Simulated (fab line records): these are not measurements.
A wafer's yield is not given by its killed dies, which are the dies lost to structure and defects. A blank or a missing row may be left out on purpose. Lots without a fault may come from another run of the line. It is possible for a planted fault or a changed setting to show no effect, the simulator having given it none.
fab line records	flow sky130
record lots=6	wafers=18	last_day=49
route steps=708 shown LOCAL_INTERCONNECT@394 CONTACT@406 PAD_OPEN@708
lots that met no fault: from a run of the same line without faults
start_h: the number of hours between the record's first day and the start of the first shown wafer of the lot	wait_h: how many hours have passed since the lot's step before this one	" repeats the value in the row above	L1.1+2: a single row standing in for several wafers	- either no value or no given start	* or withheld: withheld	< > ~ a bound
route shown NAME@n: names a module that has steps shown in the file, with the first one's number in the route	usual: average and standard deviation across the fault-free wafers	same: alike in all rows	chamber/n: place in a boat	sites: readings site by site	_std_site: the standard deviation of these	_edge_site: inner sites' mean taken away from outer sites' mean	radius_mm: how far each site lies from the wafer's centre	mask NAME#n: copy n	behind: the last tool/chamber to shape the wafer	hold: why the lot went on hold/how many hours it stayed there/how the hold came to an end	device: whichever transistor did not switch (one of n, p or np)	end of line: the same wafers' tests at the end of the route	a step with no rows: only its recipe	killed: count of dies lost to structure and defects at first sort (not the wafer's yield)	map: dies across one wafer; x = killed, . = not, _ = none there
set.NAME: the run value of the setting; set.NAME@STEP: its run value at that earlier step	model.NAME: the simulator's own value behind a step, which no gauge read
lots at some steps of the route; a table a step, a row a wafer
services: the hour from which a tool's chamber was out of use, counted from the record's first day as start_h (under 0 if before that day), plus the number of hours and why
## steps
# step SKY_LOCAL_INTERCONNECT_SOFTBAKE_07
# recipe temp_c=100	time_s=90	resist=KrF-thick
# step SKY_LOCAL_INTERCONNECT_EXPOSE_08
# recipe mask_id=LI1M	na=0.8	source_shape=annular	sigma_inner=0.55	sigma_outer=0.85	target_cd_nm=170	dose_mj=28
# step SKY_LOCAL_INTERCONNECT_PEB_09
# recipe peb_temp_c=withheld	peb_time_s=withheld	resist=KrF-thick
# step SKY_LOCAL_INTERCONNECT_DEVELOP_10
# recipe develop_time_s=60	resist=KrF-thick	dev_temp_c=21
# step SKY_LOCAL_INTERCONNECT_CD_MEAS_11
# recipe target_cd_nm=170
# usual cd_nm=169.8/1.7
lot.wafer	tool	chamber	start_h	wait_h	cd_nm
L165.1	cd_sem-02	-	723.23	-	168.5
L165.2	"	-	"	"	166.7
L165.5	"	-	"	"	168.7
L166.1	cd_sem-02	-	737.87	-	169.0
L166.4	"	-	"	"	169.9
L166.5	"	-	"	"	170.3
L171.2	cd_sem-01	-	788.09	-	168.0
L171.3	"	-	"	"	168.7
L171.6	"	-	"	"	169.7
L173.3	cd_sem-02	-	812.15	-	173.3
L173.4	"	-	"	"	174.2
L173.6	"	-	"	"	171.7
L175.1	cd_sem-02	-	818.24	-	168.5
L175.3	"	-	"	"	170.4
L175.4	"	-	"	"	168.8
L183.1	cd_sem-02	-	858.74	-	170.1
L183.3	"	-	"	"	170.9
L183.5	"	-	"	"	170.1
# step SKY_LOCAL_INTERCONNECT_OVL_MEAS_12
# usual LOCAL_INTERCONNECT_OVL=2/5.2
lot.wafer	tool	chamber	start_h	wait_h	LOCAL_INTERCONNECT_OVL[nm]
L165.1	overlay-02	-	723.35	0.1	1
L165.2	"	-	"	"	2
L165.5	"	-	"	"	-3
L166.1	overlay-01	-	737.99	0.1	-3
L166.4	"	-	"	"	2
L166.5	"	-	"	"	-1
L171.2	overlay-02	-	788.19	0.1	14
L171.3	"	-	"	"	9
L171.6	"	-	"	"	15
L173.3	overlay-01	-	812.24	0.1	5
L173.4	"	-	"	"	9
L173.6	"	-	"	"	8
L175.1	overlay-01	-	818.36	0.1	5
L175.3	"	-	"	"	5
L175.4	"	-	"	"	7
L183.1	overlay-02	-	858.86	0.1	-1
L183.3	"	-	"	"	-5
L183.5	"	-	"	"	-4
# step SKY_LOCAL_INTERCONNECT_ETCH_13
# recipe chemistry=N2/H2	target=BARC	ion_energy_ev=200	bias_w=100	pressure_mtorr=30	n2_flow_sccm=100	h2_flow_sccm=200	icp_w=500	stop_on=SiO2	time_s=45.9	target_depth_a=600
# usual drypump_motor_current_A=6.0/0.49	oes_product_au=0.854/0.0045	throttle_valve_pct=13.224/0.0085
lot.wafer	tool	chamber	start_h	wait_h	drypump_motor_current_A	oes_product_au	rf_hours_counter_h	throttle_valve_pct
L165.1	rie_metal-01	1	723.39	0.0	6.4	0.856	5.0	13.224
L165.2	"	0	"	"	6.2	0.851	8.6	13.229
L165.5	"	0	"	"	6.2	0.857	-	13.221
L166.1	rie_metal-01	1	738.02	0.0	6.4	0.852	5.4	13.225
L166.4	"	1	"	"	6.4	0.849	-	13.211
L166.5	"	0	"	"	6.2	0.853	-	13.224
L171.2	rie_metal-01	0	788.22	0.0	6.3	0.854	10.9	13.225
L171.3	"	0	"	"	6.2	0.856	-	13.204
L171.6	"	1	"	"	6.4	0.854	-	13.217
L173.3	rie_metal-01	1	812.28	0.0	6.4	0.850	-	13.231
L173.4	"	0	"	"	6.2	0.853	-	13.224
L173.6	"	1	"	"	6.4	0.850	-	13.229
L175.1	rie_metal-04	1	818.39	0.0	5.1	0.860	2.0	13.232
L175.3	"	0	"	"	5.7	0.851	-	13.248
L175.4	"	1	"	"	5.1	0.853	-	13.230
L183.1	rie_metal-04	0	858.89	0.0	5.7	0.853	10.6	13.224
L183.3	"	1	"	"	5.1	0.858	-	13.217
L183.5	"	1	"	"	5.1	0.859	-	13.223
# step SKY_LOCAL_INTERCONNECT_METAL_ETCH_14
# recipe target_depth_nm=110	stop_on=PSG	chemistry=Cl2/BCl3	target=TiN	resist_sidewall_deg=88	pressure_mtorr=10	icp_w=900	bias_w=48.5	Cl2_flow_sccm=60	bcl3_flow_sccm=30	time_s=31.4
# usual drypump_motor_current_A=6.0/0.49	oes_product_au=0.941/0.0075	throttle_valve_pct=21.902/0.0098
lot.wafer	tool	chamber	start_h	wait_h	drypump_motor_current_A	oes_product_au	rf_hours_counter_h	throttle_valve_pct
L165.1	rie_metal-01	1	723.45	0.0	6.4	0.943	5.1	21.909
L165.2	"	0	"	"	6.2	0.946	8.7	21.894
L165.5	"	0	"	"	6.2	0.941	-	21.901
L166.1	rie_metal-01	1	738.09	0.0	6.4	0.929	5.4	21.904
L166.4	"	1	"	"	6.4	0.929	-	21.901
L166.5	"	0	"	"	6.3	0.929	-	21.890
L171.2	rie_metal-01	0	788.29	0.0	6.2	0.939	10.9	21.898
L171.3	"	0	"	"	6.2	0.937	-	21.922
L171.6	"	1	"	"	6.4	0.928	-	21.896
L173.3	rie_metal-01	1	812.34	0.0	6.4	0.943	-	21.904
L173.4	"	0	"	"	6.3	0.944	-	21.902
L173.6	"	1	"	"	6.4	0.935	-	21.912
L175.1	rie_metal-04	1	818.45	0.0	5.1	0.932	2.0	21.910
L175.3	"	0	"	"	5.7	0.946	-	21.897
L175.4	"	1	"	"	5.1	0.949	-	21.883
L183.1	rie_metal-04	0	858.95	0.0	5.7	0.943	10.7	21.908
L183.3	"	1	"	"	5.1	0.944	-	21.890
L183.5	"	1	"	"	5.1	0.945	-	21.909
# step SKY_LOCAL_INTERCONNECT_STRIP_15
# recipe chemistry=O2/N2	power_w=1400	pressure_mtorr=1500	platen_temp_c=withheld	o2_flow_sccm=3000	n2_flow_sccm=300	overash_fraction=0.5
# usual drypump_motor_current_A=5.8/0.42	oes_product_au=0.427/0.0043	strip_time_to_endpoint_s=4.725/0.022
lot.wafer	tool	chamber	start_h	wait_h	drypump_motor_current_A	oes_product_au	rf_hours_counter_h	strip_time_to_endpoint_s
L165.1	plasma_asher-01	1	723.51	0.0	5.1	0.427	64	4.749
L165.2	"	0	"	"	6.1	0.431	64	4.725
L165.5	"	0	"	"	6.2	0.424	-	4.726
L166.1	plasma_asher-02	1	738.14	0.0	6.3	0.427	90	4.741
L166.4	"	1	"	"	6.2	0.435	-	4.740
L166.5	"	1	"	"	6.2	0.434	-	4.712
L171.2	plasma_asher-04	1	788.34	0.0	6.1	0.429	27	4.744
L171.3	"	0	"	"	6.1	0.429	-	4.739
L171.6	"	1	"	"	6.1	0.437	-	4.757
L173.3	plasma_asher-02	0	812.41	0.1	5.5	0.431	-	4.720
L173.4	"	1	"	"	6.2	0.425	-	4.729
L173.6	"	0	"	"	5.5	0.427	-	4.731
L175.1	plasma_asher-04	1	818.51	0.0	6.2	0.430	30	4.701
L175.3	"	1	"	"	6.2	0.426	-	4.712
L175.4	"	0	"	"	6.0	0.431	-	4.717
L183.1	plasma_asher-02	1	859.01	0.0	6.2	0.433	102	4.730
L183.3	"	0	"	"	5.6	0.427	-	4.700
L183.5	"	0	"	"	5.5	0.426	-	4.709
# step SKY_LOCAL_INTERCONNECT_STRIP_16
# recipe chemistry=post_etch_residue_remover	time_s=1200	temp_c=72.5
# step SKY_LOCAL_INTERCONNECT_CLEAN_17
# recipe chemistry=IPA	time_s=180	temp_c=25
# step SKY_LOCAL_INTERCONNECT_CLEAN_18
# recipe chemistry=O3/DIW	dry=n2_spin
# step SKY_CONTACT_CVD_00
# recipe material=Si3N4	target_thk_nm=75	temp_c=400	time_s=withheld	rf_w=450
# usual heater_power_outer_w=428/64	heater_power_w=708/110
lot.wafer	tool	chamber	start_h	wait_h	heater_power_outer_w	heater_power_w
L165.1	pecvd-04	0	724.16	0.0	461	782
L165.2	"	1	"	"	484	737
L165.5	"	2	"	"	406	705
L166.1	pecvd-03	0	738.81	0.0	358	542
L166.4	"	0	"	"	259	438
L166.5	"	1	"	"	439	678
L171.2	pecvd-03	0	788.93	0.0	-	-
L171.3	"	2	"	"	-	-
L171.6	"	1	"	"	-	-
L173.3	pecvd-03	0	812.98	0.0	-	-
L173.4	"	1	"	"	-	-
L173.6	"	0	"	"	-	-
L175.1	pecvd-04	2	819.10	0.0	381	691
L175.3	"	0	"	"	516	853
L175.4	"	0	"	"	526	883
L183.1	pecvd-03	1	859.64	0.0	413	686
L183.3	"	0	"	"	308	493
L183.5	"	1	"	"	421	645
# step SKY_CONTACT_HDPCVD_02
# recipe material=SiO2	target_thk_nm=565	sigma_open_frac=0.3	time_s=94.2	temp_c=600	sih4_flow_sccm=60	pressure_mtorr=6
# step SKY_CONTACT_CMP_04
# recipe material=SiO2	down_force_psi=4	platen_rpm=60	pad_velocity_m_s=0.94248
# usual motor_current_A=12.0/1.2
lot.wafer	tool	chamber	start_h	wait_h	motor_current_A
L165.2	cmp-01	2	724.43	0.1	12.7
L165.1	"	3	"	"	11.5
L165.5	"	2	"	"	12.1
L166.1	cmp-02	0	739.03	0.1	13.2
L166.4	"	2	"	"	10.8
L166.5	"	1	"	"	10.1
L171.2	cmp-02	3	789.35	0.2	13.6
L171.3	"	0	"	"	13.6
L171.6	"	2	"	"	11.1
L173.3	cmp-01	3	813.21	0.0	11.5
L173.4	"	0	"	"	11.6
L173.6	"	3	"	"	11.2
L175.4	cmp-01	2	819.38	0.1	12.1
L175.1	"	3	"	"	11.8
L175.3	"	1	"	"	12.9
L183.3	cmp-02	2	859.86	0.0	10.6
L183.1	"	0	"	"	13.4
L183.5	"	3	"	"	13.2
# step SKY_CONTACT_BOW_MEAS_05
# recipe mode=bow
# usual CONTACT_BOW=82/6.8
lot.wafer	tool	chamber	start_h	wait_h	CONTACT_BOW[um]
L165.1	film_metro-04	-	724.68	0.1	73
L165.2	"	-	"	"	71
L165.5	"	-	"	"	70
L166.1	film_metro-04	-	739.33	0.2	69
L166.4	"	-	"	"	77
L166.5	"	-	"	"	77
L171.2	film_metro-03	-	789.57	0.2	78
L171.3	"	-	"	"	89
L171.6	"	-	"	"	81
L173.3	film_metro-04	-	813.55	0.3	91
L173.4	"	-	"	"	86
L173.6	"	-	"	"	96
L175.1	film_metro-03	-	819.68	0.2	89
L175.3	"	-	"	"	91
L175.4	"	-	"	"	77
L183.1	film_metro-03	-	860.16	0.1	91
L183.3	"	-	"	"	84
L183.5	"	-	"	"	83
# step SKY_CONTACT_DEHYDRATE_06
# recipe temp_c=200	time_s=60
# step SKY_CONTACT_HMDS_07
# recipe prime_time_s=60	prime_temp_c=120
# step SKY_CONTACT_COAT_08
# recipe resist=BARC	temp_c=withheld	time_s=withheld	spin_rpm=3000	resist_thk_nm=60
# step SKY_CONTACT_COAT_09
# recipe resist=KrF-thick	spin_rpm=3000	resist_thk_nm=450
# step SKY_CONTACT_SOFTBAKE_10
# recipe temp_c=100	time_s=90	resist=KrF-thick
# step SKY_CONTACT_EXPOSE_11
# recipe mask_id=CTM1	na=0.8	source_shape=annular	sigma_inner=0.55	sigma_outer=0.85	target_cd_nm=170	dose_mj=38
# step SKY_CONTACT_PEB_12
# recipe peb_temp_c=withheld	peb_time_s=withheld	resist=KrF-thick
# step SKY_CONTACT_DEVELOP_13
# recipe develop_time_s=60	resist=KrF-thick	dev_temp_c=21
# step SKY_CONTACT_CD_MEAS_14
# recipe target_cd_nm=170
# usual cd_nm=170.0/1.7
lot.wafer	tool	chamber	start_h	wait_h	cd_nm
L165.1	cd_sem-02	-	751.86	-	169.7
L165.2	"	-	"	"	168.0
L165.5	"	-	"	"	167.2
L166.1	cd_sem-02	-	766.07	-	168.8
L166.4	"	-	"	"	169.2
L166.5	"	-	"	"	168.5
L171.2	cd_sem-02	-	815.88	-	167.0
L171.3	"	-	"	"	167.9
L171.6	"	-	"	"	167.3
L173.3	cd_sem-02	-	839.81	-	169.3
L173.4	"	-	"	"	169.5
L173.6	"	-	"	"	169.1
L175.1	cd_sem-01	-	845.96	-	171.3
L175.3	"	-	"	"	172.5
L175.4	"	-	"	"	172.2
L183.1	cd_sem-01	-	885.76	-	172.9
L183.3	"	-	"	"	172.3
L183.5	"	-	"	"	172.9
# step SKY_CONTACT_OVL_MEAS_15
# usual CONTACT_OVL=-2/5.1
lot.wafer	tool	chamber	start_h	wait_h	CONTACT_OVL[nm]
L165.1	overlay-01	-	751.98	0.1	-6
L165.2	"	-	"	"	3
L165.5	"	-	"	"	-6
L166.1	overlay-01	-	766.19	0.1	4
L166.4	"	-	"	"	3
L166.5	"	-	"	"	7
L171.2	overlay-02	-	815.98	0.1	-5
L171.3	"	-	"	"	-9
L171.6	"	-	"	"	-9
L173.3	overlay-02	-	839.90	0.1	1
L173.4	"	-	"	"	-2
L173.6	"	-	"	"	4
L175.1	overlay-02	-	846.08	0.1	-5
L175.3	"	-	"	"	2
L175.4	"	-	"	"	-2
L183.1	overlay-01	-	885.88	0.1	2
L183.3	"	-	"	"	1
L183.5	"	-	"	"	3
# step SKY_CONTACT_ETCH_16
# recipe chemistry=N2/H2	target=BARC	ion_energy_ev=200	source_w=500	bias_w=100	pressure_mtorr=30	n2_flow_sccm=100	h2_flow_sccm=200	stop_on=SiO2	time_s=45.9	target_depth_a=600
# step SKY_CONTACT_ETCH_17
# recipe target=SiO2	chemistry=C4F8/O2/Ar	stop_on=Si3N4	mask_material=KrF-thick	source_w=1500	bias_w=1200	pressure_mtorr=40	c4f8_flow_sccm=withheld	O2_flow_sccm=6	Ar_flow_sccm=300	time_s=withheld	target_depth_a=3400
# step SKY_CONTACT_ETCH_18
# recipe target=Si3N4	chemistry=CHF3/O2	stop_on=TiN	source_w=600	bias_w=200	pressure_mtorr=40	chf3_flow_sccm=50	O2_flow_sccm=5	time_s=39	target_depth_a=750
# usual O2_flow_sccm=5.001/0.017	drypump_motor_current_A=5.8/0.36	oes_product_au=0.853/0.0081	throttle_valve_pct=8.791/0.0086
lot.wafer	tool	chamber	start_h	wait_h	O2_flow_sccm	drypump_motor_current_A	oes_product_au	rf_hours_counter_h	throttle_valve_pct	model.etch.depth_nm
L165.1	rie_diel-03	1	-	-	5.005	5.4	0.846	9	8.778	73.26
L165.2	"	0	"	"	5.007	5.9	0.854	10	8.785	74.09
L165.5	"	3	"	"	5.010	6.3	0.866	-	8.791	76.19
L166.1	rie_diel-01	1	-	-	5.005	5.4	0.874	5	8.786	76.41
L166.4	"	0	"	"	4.999	6.1	0.855	23	8.781	75.37
L166.5	"	3	"	"	5.006	6.0	0.856	-	8.809	75.53
L171.2	rie_diel-01	2	-	-	5.015	5.7	0.370	19	8.674	0
L171.3	"	0	"	"	4.996	6.1	0.378	24	8.682	0
L171.6	"	2	"	"	5.017	5.7	0.380	-	8.659	0
L173.3	rie_diel-03	1	-	-	5.000	5.4	0.372	10	8.668	0
L173.4	"	2	"	"	4.991	5.6	0.368	14	8.682	0
L173.6	"	0	"	"	5.037	5.9	0.372	-	8.667	0
L175.1	rie_diel-01	1	-	-	5.018	5.4	0.842	7	8.803	73.54
L175.3	"	3	"	"	4.999	6.0	0.840	6	8.782	73.38
L175.4	"	2	"	"	5.021	5.7	0.853	20	8.799	73.98
L183.1	rie_diel-01	1	-	-	5.007	5.4	0.852	9	8.790	74.2
L183.3	"	2	"	"	4.995	5.7	0.846	21	8.792	73.71
L183.5	"	1	"	"	4.994	5.4	0.858	-	8.795	74.9
# step SKY_CONTACT_STRIP_19
# recipe chemistry=O2/N2	power_w=1400	pressure_mtorr=1500	platen_temp_c=withheld	o2_flow_sccm=3000	n2_flow_sccm=300	overash_fraction=0.5
# usual drypump_motor_current_A=5.9/0.33	oes_product_au=0.381/0.0048	strip_time_to_endpoint_s=3.617/0.029
lot.wafer	tool	chamber	start_h	wait_h	drypump_motor_current_A	oes_product_au	rf_hours_counter_h	strip_time_to_endpoint_s
L165.1	plasma_asher-02	0	752.15	-	5.6	0.377	91	3.620
L165.2	"	1	"	"	6.2	0.379	91	3.592
L165.5	"	1	"	"	6.2	0.375	-	3.593
L166.1	plasma_asher-02	0	766.36	-	5.6	0.379	92	3.636
L166.4	"	1	"	"	6.2	0.378	-	3.639
L166.5	"	1	"	"	6.2	0.384	-	3.652
L171.2	plasma_asher-04	0	816.14	-	6.0	0.377	30	3.584
L171.3	"	1	"	"	6.2	0.382	-	3.622
L171.6	"	0	"	"	6.0	0.380	-	3.581
L173.3	plasma_asher-02	1	840.09	-	6.2	0.385	-	3.571
L173.4	"	0	"	"	5.5	0.378	-	3.577
L173.6	"	1	"	"	6.2	0.386	-	3.589
L175.1	plasma_asher-04	1	846.25	-	6.1	0.388	33	3.654
L175.3	"	0	"	"	6.0	0.380	-	3.662
L175.4	"	1	"	"	6.1	0.390	-	3.591
L183.1	plasma_asher-03	0	886.04	-	5.4	0.366	14	3.641
L183.3	"	1	"	"	6.1	0.386	-	3.577
L183.5	"	0	"	"	5.4	0.383	-	3.641
# step SKY_PAD_OPEN_PROBE_99
# usual killed_at_M0_to_M3=43/6.5	killed_at_M4_up=3/1.7	killed_at_contacts=25/5.1	killed_at_front_end=15/3.8	killed_at_other=0.2/0.45	killed_dies=86/8.8	killed_on_rim=17/4	killed_open=47/6.7	killed_short=39/6
# same gross_dies=492	killed_at_back_side=0
lot.wafer	tool	chamber	start_h	wait_h	killed_at_M0_to_M3	killed_at_M4_up	killed_at_contacts	killed_at_front_end	killed_at_other	killed_dies	killed_on_rim	killed_open	killed_short
L165.1	prober-02	-	1088.36	0.1	50	3	18	11	0	82	15	40	42
L165.2	prober-02	-	1088.41	0.1	50	2	20	12	1	85	16	44	41
L165.5	prober-02	-	1088.56	0.2	47	2	22	14	0	85	21	47	38
L166.1	prober-01	-	1101.53	0.1	45	2	26	14	1	88	21	36	52
L166.4	prober-01	-	1101.68	0.2	39	2	27	19	0	87	14	59	28
L166.5	prober-01	-	1101.73	0.2	42	4	17	21	1	85	11	37	48
L171.2	prober-02	-	1135.83	0.1	44	2	434	12	0	492	96	48	28
L171.3	prober-02	-	1135.88	0.2	40	4	427	21	0	492	96	48	39
L171.6	prober-02	-	1136.03	0.2	38	6	433	15	0	492	96	42	37
L173.3	prober-01	-	1155.09	0.2	46	5	422	17	2	492	96	63	45
L173.4	prober-01	-	1155.14	0.2	50	3	425	14	0	492	96	51	40
L173.6	prober-01	-	1155.24	0.2	44	7	429	11	1	492	96	52	42
L175.4	prober-01	-	1160.99	0.2	53	3	26	14	0	96	16	53	43
# killed by level:class
L165.1 METAL1:geometric_particle:short=11 VIA3:geometric_particle:open=10 CONTACT:geometric_particle:open=7 LI_CONTACT:geometric_particle:open=5 VIA1:geometric_particle:open=5 VIA1:geometric_particle:short=5 METAL2:geometric_particle:short=5 FIELD_ISO:geometric_particle:short=4
L165.2 VIA1:geometric_particle:open=10 VIA3:geometric_particle:open=10 LI_CONTACT:geometric_particle:open=7 CONTACT:geometric_particle:open=7 VIA3:geometric_particle:short=7 METAL1:geometric_particle:short=5 VIA2:geometric_particle:open=4 LOCAL_INTERCONNECT:geometric_particle:short=4
L165.5 VIA1:geometric_particle:open=13 CONTACT:geometric_particle:open=11 VIA3:geometric_particle:open=11 FIELD_ISO:geometric_particle:short=5 METAL2:geometric_particle:short=5 VIA1:geometric_particle:short=4 METAL3:geometric_particle:short=4 FIELD_ISO:geometric_particle:open=3
L166.1 METAL2:geometric_particle:short=10 CONTACT:geometric_particle:open=8 VIA1:geometric_particle:short=7 METAL1:geometric_particle:short=7 LI_CONTACT:geometric_particle:open=6 VIA2:geometric_particle:open=6 POLY_GATE:geometric_particle:short=5 CONTACT:geometric_particle:short=4
L166.4 LI_CONTACT:geometric_particle:open=12 CONTACT:geometric_particle:open=10 FIELD_ISO:geometric_particle:open=8 VIA3:geometric_particle:open=8 VIA2:geometric_particle:open=8 VIA1:geometric_particle:open=5 POLY_GATE:geometric_particle:short=4 METAL2:geometric_particle:short=4
L166.5 VIA1:geometric_particle:open=7 VIA2:geometric_particle:open=7 POLY_GATE:geometric_particle:short=6 VIA1:geometric_particle:short=6 CONTACT:geometric_particle:short=5 LOCAL_INTERCONNECT:geometric_particle:short=5 METAL2:geometric_particle:short=5 FIELD_ISO:geometric_particle:open=4
L171.2 CONTACT:area_cvd=416 VIA1:geometric_particle:open=13 VIA3:geometric_particle:open=9 METAL1:geometric_particle:short=8 CONTACT:geometric_particle:open=6 FIELD_ISO:geometric_particle:open=5 LI_CONTACT:geometric_particle:open=5 METAL2:geometric_particle:short=5
L171.3 CONTACT:area_cvd=405 VIA1:geometric_particle:open=10 POLY_GATE:geometric_particle:open=6 METAL1:geometric_particle:short=6 FIELD_ISO:geometric_particle:short=5 POLY_GATE:geometric_particle:short=5 LI_CONTACT:geometric_particle:open=5 CONTACT:geometric_particle:open=5
L171.6 CONTACT:area_cvd=413 VIA2:geometric_particle:open=9 VIA2:geometric_particle:short=7 VIA1:geometric_particle:open=6 LI_CONTACT:geometric_particle:open=6 METAL4:geometric_particle:short=5 CONTACT:geometric_particle:open=5 FIELD_ISO:geometric_particle:short=4
L173.3 CONTACT:area_cvd=384 CONTACT:geometric_particle:open=17 VIA1:geometric_particle:open=11 VIA3:geometric_particle:open=10 LI_CONTACT:geometric_particle:open=9 LOCAL_INTERCONNECT:geometric_particle:short=7 METAL1:geometric_particle:short=6 METAL2:geometric_particle:short=6
L173.4 CONTACT:area_cvd=401 VIA1:geometric_particle:open=14 CONTACT:geometric_particle:open=8 VIA1:geometric_particle:short=8 VIA3:geometric_particle:open=8 LOCAL_INTERCONNECT:geometric_particle:short=5 POLY_GATE:geometric_particle:open=4 CONTACT:geometric_particle:short=4
L173.6 CONTACT:area_cvd=398 VIA1:geometric_particle:open=14 CONTACT:geometric_particle:open=8 VIA2:geometric_particle:open=8 LI_CONTACT:geometric_particle:open=7 CONTACT:geometric_particle:short=6 LOCAL_INTERCONNECT:geometric_particle:short=5 METAL4:geometric_particle:short=5
L175.4 CONTACT:geometric_particle:open=15 VIA1:geometric_particle:open=9 VIA2:geometric_particle:open=9 METAL1:geometric_particle:short=8 VIA3:geometric_particle:open=7 METAL2:geometric_particle:short=7 LOCAL_INTERCONNECT:geometric_particle:short=5 FIELD_ISO:geometric_particle:short=4
# map L171.2 (x killed, . not)
__________xxxxxxxxxx_________
________xxxxxxxxxxxxxx_______
______xxxxxxxxxxxxxxxxxx_____
_____xxxxxxxxxxxxxxxxxxxx____
____xxxxxxxxxxxxxxxxxxxxxx___
___xxxxxxxxxxxxxxxxxxxxxxxx__
__xxxxxxxxxxxxxxxxxxxxxxxxxx_
_xxxxxxxxxxxxxxxxxxxxxxxxxxxx
_xxxxxxxxxxxxxxxxxxxxxxxxxxxx
_xxxxxxxxxxxxxxxxxxxxxxxxxxxx
_xxxxxxxxxxxxxxxxxxxxxxxxxxxx
_xxxxxxxxxxxxxxxxxxxxxxxxxxxx
_xxxxxxxxxxxxxxxxxxxxxxxxxxxx
_xxxxxxxxxxxxxxxxxxxxxxxxxxxx
_xxxxxxxxxxxxxxxxxxxxxxxxxxxx
__xxxxxxxxxxxxxxxxxxxxxxxxxx_
___xxxxxxxxxxxxxxxxxxxxxxxx__
____xxxxxxxxxxxxxxxxxxxxxx___
_____xxxxxxxxxxxxxxxxxxxx____
______xxxxxxxxxxxxxxxxxx_____
________xxxxxxxxxxxxxx_______
__________xxxxxxxxxx_________
# map L173.3 (x killed, . not)
__________xxxxxxxxxx_________
________xxxxxxxxxxxxxx_______
______xxxxxxxxxxxxxxxxxx_____
_____xxxxxxxxxxxxxxxxxxxx____
____xxxxxxxxxxxxxxxxxxxxxx___
___xxxxxxxxxxxxxxxxxxxxxxxx__
__xxxxxxxxxxxxxxxxxxxxxxxxxx_
_xxxxxxxxxxxxxxxxxxxxxxxxxxxx
_xxxxxxxxxxxxxxxxxxxxxxxxxxxx
_xxxxxxxxxxxxxxxxxxxxxxxxxxxx
_xxxxxxxxxxxxxxxxxxxxxxxxxxxx
_xxxxxxxxxxxxxxxxxxxxxxxxxxxx
_xxxxxxxxxxxxxxxxxxxxxxxxxxxx
_xxxxxxxxxxxxxxxxxxxxxxxxxxxx
_xxxxxxxxxxxxxxxxxxxxxxxxxxxx
__xxxxxxxxxxxxxxxxxxxxxxxxxx_
___xxxxxxxxxxxxxxxxxxxxxxxx__
____xxxxxxxxxxxxxxxxxxxxxx___
_____xxxxxxxxxxxxxxxxxxxx____
______xxxxxxxxxxxxxxxxxx_____
________xxxxxxxxxxxxxx_______
__________xxxxxxxxxx_________
## services
tool	chamber	start_h	hours	kind
rie_diel-01	0	699.52	3.4	repair
rie_diel-01	0	707.70	3.1	repair
pecvd-04	2	718.19	4.4	repair
pecvd-03	-	727.60	1.0	repair
pecvd-04	-	729.03	0.6	repair
cmp-01	-	744.00	4.0	pm
cmp-02	-	757.73	29.8	repair
cmp-02	-	758.33	2.1	repair
cmp-02	-	761.70	1.3	repair
plasma_asher-04	-	772.60	4.2	repair
rie_diel-01	1	774.52	15.0	repair
pecvd-04	-	782.90	1.3	repair
rie_diel-03	1	786.96	38.7	repair
cmp-01	-	787.75	11.1	pm
rie_metal-04	1	788.64	4.6	repair
plasma_asher-04	-	792.19	1.6	repair
rie_metal-01	0	792.72	1.0	repair
cmp-02	-	798.86	5.2	pm
pecvd-03	2	805.66	16.7	repair
rie_metal-01	1	818.78	4.2	repair
pecvd-03	2	844.56	5.6	repair
cmp-02	-	868.03	1.3	repair
plasma_asher-02	-	868.54	19.5	repair
cmp-01	-	869.91	0.9	repair
## key
first_sign step=SKY_CONTACT_CVD_00	reading=tool_record	direction=missing
effect step=SKY_CONTACT_ETCH_18	reading=oes_product_au	direction=down	sigmas=59	usual=0.853	struck=0.373
effect step=SKY_PAD_OPEN_PROBE_99	reading=killed_at_contacts	direction=up	sigmas=79	usual=25	struck=428
model_effect step=SKY_CONTACT_ETCH_18	value=etch.depth_nm	without=74.51	struck=0
more_kills_born_at SKY_CONTACT_CVD_00@pecvd-03=2412
met_at SKY_CONTACT_CVD_00
struck_wafers L171.2,L171.3,L171.6,L173.3,L173.4,L173.6
later_rows_left_out L171.2,L171.3,L171.6,L173.3,L173.4,L173.6
tester_left_out L171,L173
onset_between 738.81 788.93
fault kind=skipped_step_whole	tool=pecvd-03	chamber=-	onset_h=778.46	steps=SKY_CONTACT_CVD_00	scope=struck_lots_only
# tester_left_out: of these lots the tester's yield and bins aren't shown, on N5 and GAA mostly nor the transistor test; their killed dies are dies lost to structure and defects alone, not to doping, threshold or leakage, so they don't give the yield
# later_rows_left_out: the simulator's readings of these wafers behind a module that went badly wrong aren't trusted and aren't shown, but for the sort
